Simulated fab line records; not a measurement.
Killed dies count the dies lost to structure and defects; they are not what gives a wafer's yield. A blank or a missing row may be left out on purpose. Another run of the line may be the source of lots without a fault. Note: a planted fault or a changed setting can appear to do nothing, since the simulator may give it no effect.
fab line records	flow sky130	part 1 of 2: steps 1 to 28 of 41
record lots=5	wafers=15	last-day=50
route steps=708 shown LDD_LDN@294 SPACER@304 POLY_CUT@307 SD_P@320 RES_XHIGH@332
lots with no fault: from the same line, run without faults
start-h: hours from the record's first day to the start of the lot's first wafer shown	wait-h: hours since the lot's step before	" the same as in the row above	L1.1+2: a row that stands for several wafers	- no value present, or no start provided	* or withheld: withheld	< > ~ a bound
route shown NAME@n: NAME is a module with steps in the file, n the number in the route of the first one	usual: mean/standard deviation of fault-free wafers	same: alike in all rows	chamber/n: place in a boat	sites: per-site readings	_std_site: standard deviation across them	_edge_site: mean of outer sites minus mean of inner sites	radius-mm: how far each site lies from the wafer's centre	mask NAME#n: copy n	behind: tool/chamber where the wafer was last shaped	hold: the reason the lot was held/the length of the hold in hours/how it ended	device: the n, p or np transistor that did not switch	end of line: tests of these same wafers at the route's end	step lacking rows: just its recipe	killed: count of dies lost to structure and defects at first sort (not the wafer's yield)	map: a wafer's dies, marking killed ones x, the rest . and places with no die _
set.NAME: the run value of the setting; set.NAME@STEP: its run value at that earlier step	model.NAME: the simulator's own value behind a step, which no gauge read
lots at selected steps of the route; one table per step, one row per wafer
services: a tool's chamber out of use, with start hour (start-h, from the record's first day; less than 0 if before it), hours out, and reason
## steps
# step SKY_LDD_LDN_PEB_05
# recipe temp-c=withheld	time-s=*	resist=NOVOLAK
lot.wafer	tool	chamber	start-h	wait-h
L077.1+4+6	litho-track-03	0	-	-
L085.2+3+6	litho-track-01	0	-	-
L087.3+4+6	litho-track-02	0	-	-
L089.3+4+6	litho-track-03	0	-	-
L093.2+3+6	litho-track-03	0	-	-
# step SKY_LDD_LDN_DEVELOP_06
# recipe resist=NOVOLAK	developer=TMAH	develop-time-s=60	dev-temp-c=23
lot.wafer	tool	chamber	start-h	wait-h
L077.1+4+6	litho-track-03	0	556.34	0.1
L085.2+3+6	litho-track-01	0	623.85	0.1
L087.3+4+6	litho-track-02	0	641.55	0.1
L089.3+4+6	litho-track-03	0	657.69	0.1
L093.2+3+6	litho-track-03	0	691.17	0.1
# step SKY_LDD_LDN_OVL_MEAS_07
# usual LDD_LDN_OVL=-0.1/1.4
lot.wafer	tool	chamber	start-h	wait-h	LDD_LDN_OVL[nm]
L077.1	overlay-02	-	556.49	0.1	-1.1
L077.4	"	-	"	"	-1.0
L077.6	"	-	"	"	1.1
L085.2	overlay-02	-	623.98	0.1	-1.0
L085.3	"	-	"	"	-0.8
L085.6	"	-	"	"	-0.4
L087.3	overlay-01	-	641.66	0.1	0.3
L087.4	"	-	"	"	0.4
L087.6	"	-	"	"	1.1
L089.3	overlay-02	-	657.81	0.1	0.8
L089.4	"	-	"	"	2.1
L089.6	"	-	"	"	0.7
L093.2	overlay-02	-	691.30	0.1	-0.1
L093.3	"	-	"	"	-0.3
L093.6	"	-	"	"	-1.0
# step SKY_LDD_LDN_IMPLANT_08
# recipe species=As	energy-kev=15	dose-cm2=1.25e+13	tilt-deg=withheld	rotation-deg=23
lot.wafer	tool	chamber	start-h	wait-h
L077.1+4+6	implanter-04	0	556.53	0.0
L085.2+3+6	implanter-02	0	624.04	0.0
L087.3+4+6	implanter-03	0	641.73	0.1
L089.3+4+6	implanter-03	0	657.88	0.1
L093.2+3+6	implanter-04	0	691.36	0.0
# step SKY_LDD_LDN_IMPLANT_09
# recipe species=As	energy-kev=14.88	dose-cm2=1.25e+13	tilt-deg=withheld	rotation-deg=113
lot.wafer	tool	chamber	start-h	wait-h
L077.1+4+6	implanter-04	0	556.68	0.1
L085.2+3+6	implanter-02	0	624.19	0.1
L087.3+4+6	implanter-03	0	641.88	0.1
L089.3+4+6	implanter-03	0	658.03	0.1
L093.2+3+6	implanter-04	0	691.51	0.1
# step SKY_LDD_LDN_IMPLANT_10
# recipe species=As	energy-kev=15	dose-cm2=1.25e+13	tilt-deg=withheld	rotation-deg=203
lot.wafer	tool	chamber	start-h	wait-h
L077.1+4+6	implanter-04	0	556.83	0.1
L085.2+3+6	implanter-02	0	624.34	0.1
L087.3+4+6	implanter-03	0	642.03	0.1
L089.3+4+6	implanter-03	0	658.18	0.1
L093.2+3+6	implanter-04	0	691.66	0.1
# step SKY_LDD_LDN_IMPLANT_11
# recipe species=As	energy-kev=15	dose-cm2=1.25e+13	tilt-deg=withheld	rotation-deg=293
lot.wafer	tool	chamber	start-h	wait-h
L077.1+4+6	implanter-04	0	556.98	0.1
L085.2+3+6	implanter-02	0	624.49	0.1
L087.3+4+6	implanter-03	0	642.18	0.1
L089.3+4+6	implanter-03	0	658.33	0.1
L093.2+3+6	implanter-04	0	691.81	0.1
# step SKY_LDD_LDN_STRIP_12
# recipe chemistry=O2/N2	power-w=1400	pressure-mtorr=1500	platen-temp-c=withheld	o2-flow-sccm=3000	n2-flow-sccm=300	overash-fraction=0.5
# usual drypump-motor-current-A=5.7/0.38	oes-product-au=0.716/0.0045	strip-time-to-endpoint-s=14.16/0.046
lot.wafer	tool	chamber	start-h	wait-h	drypump-motor-current-A	oes-product-au	rf-hours-counter-h	strip-time-to-endpoint-s
L077.1	plasma-asher-04	0	557.13	0.1	5.3	0.708	74	14.13
L077.4	"	1	"	"	5.7	0.713	-	14.15
L077.6	"	0	"	"	5.3	0.719	-	14.17
L085.2	plasma-asher-04	0	624.61	0.1	5.3	0.721	80	14.23
L085.3	"	1	"	"	5.7	0.720	-	14.21
L085.6	"	0	"	"	5.3	0.720	-	14.20
L087.3	plasma-asher-01	1	642.32	0.1	5.2	0.722	-	14.13
L087.4	"	0	"	"	6.3	0.718	-	14.19
L087.6	"	1	"	"	5.2	0.720	-	14.14
L089.3	plasma-asher-03	1	658.46	0.1	6.1	0.713	-	14.19
L089.4	"	0	"	"	6.0	0.711	-	14.17
L089.6	"	0	"	"	5.9	0.708	-	14.14
L093.2	plasma-asher-03	1	691.93	0.1	6.1	0.723	100	14.18
L093.3	"	0	"	"	5.9	0.723	-	14.12
L093.6	"	1	"	"	6.1	0.713	-	14.19
# step SKY_LDD_LDN_TW_MEAS_13
# usual LDD_LDN_TW=1472/18
lot.wafer	tool	chamber	start-h	wait-h	LDD_LDN_TW
L077.1	film-metro-03	-	557.23	0.1	1447
L077.4	"	-	"	"	1449
L077.6	"	-	"	"	1445
L085.2	film-metro-01	-	624.72	0.1	1499
L085.3	"	-	"	"	1494
L085.6	"	-	"	"	1492
L087.3	film-metro-03	-	642.40	0.1	1450
L087.4	"	-	"	"	1454
L087.6	"	-	"	"	1452
L089.3	film-metro-01	-	658.55	0.1	1503
L089.4	"	-	"	"	1503
L089.6	"	-	"	"	1498
L093.2	film-metro-03	-	692.04	0.1	1448
L093.3	"	-	"	"	1442
L093.6	"	-	"	"	1443
# step SKY_LDD_LDN_CLEAN_14
# recipe chemistry=SC1/SC2	mix=1:4:20	temp-c=70	time-s=150	dry=n2-spin
lot.wafer	tool	chamber	start-h	wait-h
L077.1+4+6	wet-bench-04	1	557.30	0.1
L085.2+3+6	wet-bench-04	3	624.77	0.0
L087.3+4+6	wet-bench-04	2	642.44	0.0
L089.3+4+6	wet-bench-02	0	658.59	0.0
L093.2+3+6	wet-bench-03	1	692.09	0.0
# step SKY_SPACER_CVD_00
# recipe material=Si3N4	precursor=DCS/NH3	target-thk-nm=43.1	temp-c=770	time-s=740	pressure-mtorr=250
# usual spike-tc-lower-C=770.8/1.6	spike-tc-upper-C=769.2/1.3
lot.wafer	tool	chamber	start-h	wait-h	spike-tc-lower-C	spike-tc-upper-C
L077.1	lpcvd-02	0	557.35	0.0	770.6	770.9
L077.4	"	0	"	"	772.7	769.2
L077.6	"	0	"	"	772.5	770.2
L085.2	lpcvd-02	1	624.83	0.0	768.0	769.0
L085.3	"	1	"	"	770.3	766.9
L085.6	"	1	"	"	769.7	768.1
L087.3	lpcvd-02	1	643.63	1.1	771.1	767.9
L087.4	"	1	"	"	769.9	768.5
L087.6	"	1	"	"	769.8	767.9
L089.3	lpcvd-02	1	658.64	0.0	771.4	767.0
L089.4	"	1	"	"	768.6	767.3
L089.6	"	1	"	"	769.2	766.4
L093.2	lpcvd-02	0	692.15	0.0	772.7	770.8
L093.3	"	0	"	"	771.9	770.7
L093.6	"	0	"	"	772.2	770.6
# step SKY_SPACER_THK_MEAS_01
# recipe reads=Si3N4_of_SPACER_CVD_00
# usual SPACER_CVD_00_THK=43.2/0.39
lot.wafer	tool	chamber	start-h	wait-h	SPACER_CVD_00_THK[nm]
L077.1	film-metro-03	-	558.55	0.0	42.4
L077.4	"	-	"	"	42.2
L077.6	"	-	"	"	42.6
L085.2	film-metro-02	-	626.04	0.0	43.5
L085.3	"	-	"	"	43.9
L085.6	"	-	"	"	43.9
L087.3	film-metro-03	-	644.86	0.0	43.3
L087.4	"	-	"	"	43.7
L087.6	"	-	"	"	43.6
L089.3	film-metro-02	-	659.87	0.0	43.0
L089.4	"	-	"	"	43.2
L089.6	"	-	"	"	43.0
L093.2	film-metro-02	-	693.36	0.0	42.7
L093.3	"	-	"	"	42.8
L093.6	"	-	"	"	42.8
# step SKY_SPACER_ETCHBACK_02
# recipe chemistry=CH3F/O2	target=Si3N4	stop-on=SiO2	source-w=400	bias-w=80	pressure-mtorr=25	ch3f-flow-sccm=40	O2_flow_sccm=30	time-s=46.7	target-depth-a=450
# usual drypump-motor-current-A=5.7/0.44	oes-product-au=0.856/0.0061	throttle-valve-pct=10.564/0.0091
lot.wafer	tool	chamber	start-h	wait-h	drypump-motor-current-A	oes-product-au	rf-hours-counter-h	throttle-valve-pct
L077.1	rie-diel-04	0	558.61	0.1	4.9	0.853	61	10.569
L077.4	"	2	"	"	5.5	0.846	7	10.554
L077.6	"	1	"	"	6.2	0.854	-	10.562
L085.2	rie-diel-04	1	626.09	0.0	6.2	0.863	53	10.546
L085.3	"	2	"	"	5.5	0.861	8	10.573
L085.6	"	2	"	"	5.5	0.854	-	10.559
L087.3	rie-diel-02	3	644.90	0.0	6.5	0.864	31	10.559
L087.4	"	1	"	"	6.1	0.861	43	10.558
L087.6	"	1	"	"	6.1	0.869	-	10.544
L089.3	rie-diel-04	2	659.91	0.0	5.5	0.854	8	10.578
L089.4	"	2	"	"	5.5	0.854	-	10.558
L089.6	"	3	"	"	5.4	0.856	-	10.552
L093.2	rie-diel-04	2	693.41	0.0	5.5	0.849	9	10.554
L093.3	"	3	"	"	5.4	0.848	5	10.561
L093.6	"	0	"	"	4.9	0.862	-	10.565
# step SKY_POLY_CUT_DEHYDRATE_00
# recipe temp-c=200	time-s=60
lot.wafer	tool	chamber	start-h	wait-h
L077.1+4+6	litho-track-03	0	572.79	14.2
L085.2+3+6	litho-track-04	0	640.19	14.1
L087.3+4+6	litho-track-03	0	658.74	13.8
L089.3+4+6	litho-track-03	0	674.09	14.2
L093.2+3+6	litho-track-02	0	707.32	13.9
# step SKY_POLY_CUT_HMDS_01
# recipe prime-time-s=60	prime-temp-c=120
# usual prime-temp-c=120.01/0.15
lot.wafer	tool	chamber	start-h	wait-h	prime-temp-c
L077.1	litho-track-03	0	572.94	0.1	119.89
L077.4	"	0	"	"	120.13
L077.6	"	0	"	"	120.15
L085.2	litho-track-04	0	640.34	0.1	119.79
L085.3	"	0	"	"	119.81
L085.6	"	0	"	"	119.97
L087.3	litho-track-03	0	658.89	0.1	119.92
L087.4	"	0	"	"	120.06
L087.6	"	0	"	"	120.08
L089.3	litho-track-03	0	674.24	0.1	120.21
L089.4	"	0	"	"	120.31
L089.6	"	0	"	"	120.21
L093.2	litho-track-02	0	707.47	0.1	119.82
L093.3	"	0	"	"	120.08
L093.6	"	0	"	"	119.96
# step SKY_POLY_CUT_COAT_02
# recipe resist=BARC	temp-c=withheld	time-s=withheld	spin-rpm=3000	resist-thk-nm=60
# usual dispense-pressure-kPa=52/5.3
lot.wafer	tool	chamber	start-h	wait-h	dispense-pressure-kPa
L077.1	litho-track-03	0	573.09	0.1	59
L077.4	"	0	"	"	59
L077.6	"	0	"	"	59
L085.2	litho-track-04	0	640.49	0.1	45
L085.3	"	0	"	"	45
L085.6	"	0	"	"	45
L087.3	litho-track-03	0	659.04	0.1	59
L087.4	"	0	"	"	59
L087.6	"	0	"	"	59
L089.3	litho-track-03	0	674.39	0.1	59
L089.4	"	0	"	"	59
L089.6	"	0	"	"	59
L093.2	litho-track-02	0	707.62	0.1	49
L093.3	"	0	"	"	49
L093.6	"	0	"	"	49
# step SKY_POLY_CUT_COAT_03
# recipe resist=KrF-thick	spin-rpm=3000	resist-thk-nm=450
# usual dispense-pressure-kPa=52/5.3
lot.wafer	tool	chamber	start-h	wait-h	dispense-pressure-kPa
L077.1	litho-track-03	0	-	-	59
L077.4	"	0	"	"	59
L077.6	"	0	"	"	59
L085.2	litho-track-04	0	-	-	45
L085.3	"	0	"	"	45
L085.6	"	0	"	"	45
L087.3	litho-track-03	0	-	-	59
L087.4	"	0	"	"	59
L087.6	"	0	"	"	59
L089.3	litho-track-03	0	-	-	59
L089.4	"	0	"	"	59
L089.6	"	0	"	"	59
L093.2	litho-track-02	0	-	-	49
L093.3	"	0	"	"	49
L093.6	"	0	"	"	49
# step SKY_POLY_CUT_SOFTBAKE_04
# recipe temp-c=100	time-s=90	resist=KrF-thick
lot.wafer	tool	chamber	start-h	wait-h
L077.1+4+6	litho-track-03	0	-	-
L085.2+3+6	litho-track-04	0	-	-
L087.3+4+6	litho-track-03	0	-	-
L089.3+4+6	litho-track-03	0	-	-
L093.2+3+6	litho-track-02	0	-	-
# step SKY_POLY_CUT_EXPOSE_05
# recipe mask-id=NPCM	na=0.8	source-shape=annular	sigma-inner=0.55	sigma-outer=0.85	target-cd-nm=270	dose-mj=32
# usual focus-offset-nm=-0.1/0.61
lot.wafer	tool	chamber	start-h	wait-h	mask	focus-offset-nm
L077.1	krf-scanner-01	0	-	-	NPCM#0	-0.4
L077.4	"	0	"	"	NPCM#0	0.8
L077.6	"	0	"	"	NPCM#0	0.6
L085.2	krf-scanner-02	0	-	-	NPCM#0	0.0
L085.3	"	0	"	"	NPCM#0	-0.3
L085.6	"	0	"	"	NPCM#0	0.0
L087.3	krf-scanner-01	0	-	-	NPCM#0	0.1
L087.4	"	0	"	"	NPCM#0	0.8
L087.6	"	0	"	"	NPCM#0	0.5
L089.3	krf-scanner-01	0	-	-	NPCM#0	0.3
L089.4	"	0	"	"	NPCM#0	-0.9
L089.6	"	0	"	"	NPCM#0	0.4
L093.2	krf-scanner-02	0	-	-	NPCM#0	-0.3
L093.3	"	0	"	"	NPCM#0	-0.8
L093.6	"	0	"	"	NPCM#0	-0.1
# step SKY_POLY_CUT_PEB_06
# recipe peb-temp-c=withheld	peb-time-s=withheld	resist=KrF-thick
lot.wafer	tool	chamber	start-h	wait-h
L077.1+4+6	litho-track-03	0	-	-
L085.2+3+6	litho-track-04	0	-	-
L087.3+4+6	litho-track-03	0	-	-
L089.3+4+6	litho-track-02	0	-	-
L093.2+3+6	litho-track-03	0	-	-
# step SKY_POLY_CUT_DEVELOP_07
# recipe develop-time-s=60	resist=KrF-thick	dev-temp-c=21
lot.wafer	tool	chamber	start-h	wait-h
L077.1+4+6	litho-track-03	0	-	-
L085.2+3+6	litho-track-04	0	-	-
L087.3+4+6	litho-track-03	0	-	-
L089.3+4+6	litho-track-02	0	-	-
L093.2+3+6	litho-track-03	0	-	-
# step SKY_POLY_CUT_CD_MEAS_08
# recipe target-cd-nm=270
# usual cd-nm=269.9/1.4
lot.wafer	tool	chamber	start-h	wait-h	cd-nm
L077.1	cd-sem-01	-	588.34	-	269.8
L077.4	"	-	"	"	270.5
L077.6	"	-	"	"	270.6
L085.2	cd-sem-01	-	655.74	-	269.8
L085.3	"	-	"	"	270.0
L085.6	"	-	"	"	268.8
L087.3	cd-sem-02	-	674.08	-	268.5
L087.4	"	-	"	"	266.7
L087.6	"	-	"	"	268.6
L089.3	cd-sem-01	-	688.74	-	269.8
L089.4	"	-	"	"	270.7
L089.6	"	-	"	"	271.5
L093.2	cd-sem-02	-	721.91	-	268.6
L093.3	"	-	"	"	267.3
L093.6	"	-	"	"	269.4
# step SKY_POLY_CUT_OVL_MEAS_09
# usual POLY_CUT_OVL=0/5.8
lot.wafer	tool	chamber	start-h	wait-h	POLY_CUT_OVL[nm]
L077.1	overlay-02	-	588.46	0.1	10
L077.4	"	-	"	"	7
L077.6	"	-	"	"	11
L085.2	overlay-02	-	655.84	0.1	1
L085.3	"	-	"	"	-4
L085.6	"	-	"	"	-1
L087.3	overlay-01	-	674.18	0.1	-1
L087.4	"	-	"	"	0
L087.6	"	-	"	"	-1
L089.3	overlay-01	-	688.83	0.1	-3
L089.4	"	-	"	"	3
L089.6	"	-	"	"	0
L093.2	overlay-01	-	722.02	0.1	2
L093.3	"	-	"	"	2
L093.6	"	-	"	"	6
# step SKY_POLY_CUT_ETCH_10
# recipe chemistry=N2/H2	target=BARC	ion-energy-ev=200	source-w=500	bias-w=98.83	pressure-mtorr=30	n2-flow-sccm=100	h2-flow-sccm=200	stop-on=SiO2	time-s=45.9	target-depth-a=600
# usual drypump-motor-current-A=5.5/0.39	oes-product-au=0.855/0.0046	throttle-valve-pct=13.225/0.0087
lot.wafer	tool	chamber	start-h	wait-h	drypump-motor-current-A	oes-product-au	rf-hours-counter-h	throttle-valve-pct
L077.1	rie-diel-04	2	588.50	0.0	5.5	0.854	7	13.222
L077.4	"	3	"	"	5.4	0.847	3	13.218
L077.6	"	2	"	"	5.5	0.853	-	13.235
L085.2	rie-diel-03	0	655.87	0.0	5.6	0.843	1	13.235
L085.3	"	2	"	"	5.8	0.853	2	13.217
L085.6	"	3	"	"	5.6	0.853	-	13.212
L087.3	rie-diel-04	2	674.20	0.0	5.5	0.858	8	13.232
L087.4	"	0	"	"	4.9	0.861	0	13.212
L087.6	"	3	"	"	5.4	0.850	-	13.224
L089.3	rie-diel-01	1	688.85	0.0	6.1	0.851	1	13.214
L089.4	"	2	"	"	5.2	0.861	25	13.221
L089.6	"	1	"	"	6.1	0.854	-	13.222
L093.2	rie-diel-03	2	722.05	0.0	5.8	0.853	4	13.232
L093.3	"	1	"	"	5.2	0.872	4	13.231
L093.6	"	1	"	"	5.2	0.859	-	13.251
# step SKY_POLY_CUT_ETCH_11
# recipe target=Si3N4	chemistry=CF4/CH2F2/Ar	stop-on=poly-Si	source-w=600	bias-w=150	pressure-mtorr=40	cf4-flow-sccm=40	ch2f2-flow-sccm=20	Ar_flow_sccm=150	time-s=42.5	target-depth-a=600
# usual drypump-motor-current-A=5.5/0.39	oes-product-au=0.830/0.0056	throttle-valve-pct=14.993/0.009
lot.wafer	tool	chamber	start-h	wait-h	drypump-motor-current-A	oes-product-au	rf-hours-counter-h	throttle-valve-pct
L077.1	rie-diel-04	2	588.54	0.0	5.5	0.844	7	14.993
L077.4	"	3	"	"	5.4	0.839	3	14.998
L077.6	"	2	"	"	5.5	0.840	-	14.999
L085.2	rie-diel-03	0	655.91	0.0	5.6	0.830	1	14.982
L085.3	"	2	"	"	5.8	0.838	2	14.999
L085.6	"	3	"	"	5.6	0.830	-	14.997
L087.3	rie-diel-04	2	674.24	0.0	5.5	0.837	8	15.004
L087.4	"	0	"	"	4.9	0.828	0	14.973
L087.6	"	3	"	"	5.4	0.832	-	14.988
L089.3	rie-diel-01	1	688.90	0.0	6.2	0.830	1	14.993
L089.4	"	2	"	"	5.2	0.828	25	14.985
L089.6	"	1	"	"	6.1	0.826	-	14.988
L093.2	rie-diel-03	2	722.09	0.0	5.7	0.837	4	14.978
L093.3	"	1	"	"	5.2	0.832	4	15.017
L093.6	"	1	"	"	5.2	0.829	-	14.996
# step SKY_POLY_CUT_STRIP_12
# recipe chemistry=O2/N2	power-w=1400	pressure-mtorr=1500	platen-temp-c=withheld	o2-flow-sccm=3000	n2-flow-sccm=300	overash-fraction=0.5
# usual drypump-motor-current-A=5.9/0.3	oes-product-au=0.453/0.0052	strip-time-to-endpoint-s=5.352/0.018
lot.wafer	tool	chamber	start-h	wait-h	drypump-motor-current-A	oes-product-au	rf-hours-counter-h	strip-time-to-endpoint-s
L077.1	plasma-asher-03	1	588.58	0.0	6.1	0.457	89	5.362
L077.4	"	1	"	"	6.1	0.458	-	5.358
L077.6	"	1	"	"	6.1	0.456	-	5.370
L085.2	plasma-asher-02	1	655.95	0.0	6.2	0.442	50	5.378
L085.3	"	1	"	"	6.2	0.452	-	5.363
L085.6	"	0	"	"	5.7	0.459	-	5.373
L087.3	plasma-asher-04	0	674.32	0.1	5.3	0.453	-	5.365
L087.4	"	1	"	"	5.7	0.457	-	5.339
L087.6	"	0	"	"	5.3	0.452	-	5.343
L089.3	plasma-asher-02	1	688.97	0.1	6.2	0.453	-	5.336
L089.4	"	0	"	"	5.7	0.453	-	5.353
L089.6	"	1	"	"	6.2	0.447	-	5.367
L093.2	plasma-asher-04	1	722.13	0.0	5.7	0.455	90	5.357
L093.3	"	1	"	"	5.7	0.452	-	5.351
L093.6	"	1	"	"	5.7	0.458	-	5.370
# step SKY_SD_P_DEHYDRATE_00
# recipe temp-c=200	time-s=60
lot.wafer	tool	chamber	start-h	wait-h
L077.1+4+6	litho-track-01	0	602.28	13.7
L085.2+3+6	litho-track-04	0	669.89	13.9
L087.3+4+6	litho-track-02	0	687.80	13.4
L089.3+4+6	litho-track-02	0	703.00	14.0
L093.2+3+6	litho-track-04	0	735.49	13.3
# step SKY_SD_P_HMDS_01
# recipe prime-time-s=60	prime-temp-c=120
# usual prime-temp-c=119.99/0.13
lot.wafer	tool	chamber	start-h	wait-h	prime-temp-c
L077.1	litho-track-01	0	602.43	0.1	119.75
L077.4	"	0	"	"	120.05
L077.6	"	0	"	"	119.94
L085.2	litho-track-04	0	670.04	0.1	120.00
L085.3	"	0	"	"	119.94
L085.6	"	0	"	"	119.80
L087.3	litho-track-02	0	687.95	0.1	119.97
L087.4	"	0	"	"	120.00
L087.6	"	0	"	"	119.79
L089.3	litho-track-02	0	703.15	0.1	120.17
L089.4	"	0	"	"	120.19
L089.6	"	0	"	"	120.09
L093.2	litho-track-04	0	735.64	0.1	120.10
L093.3	"	0	"	"	119.97
L093.6	"	0	"	"	120.11
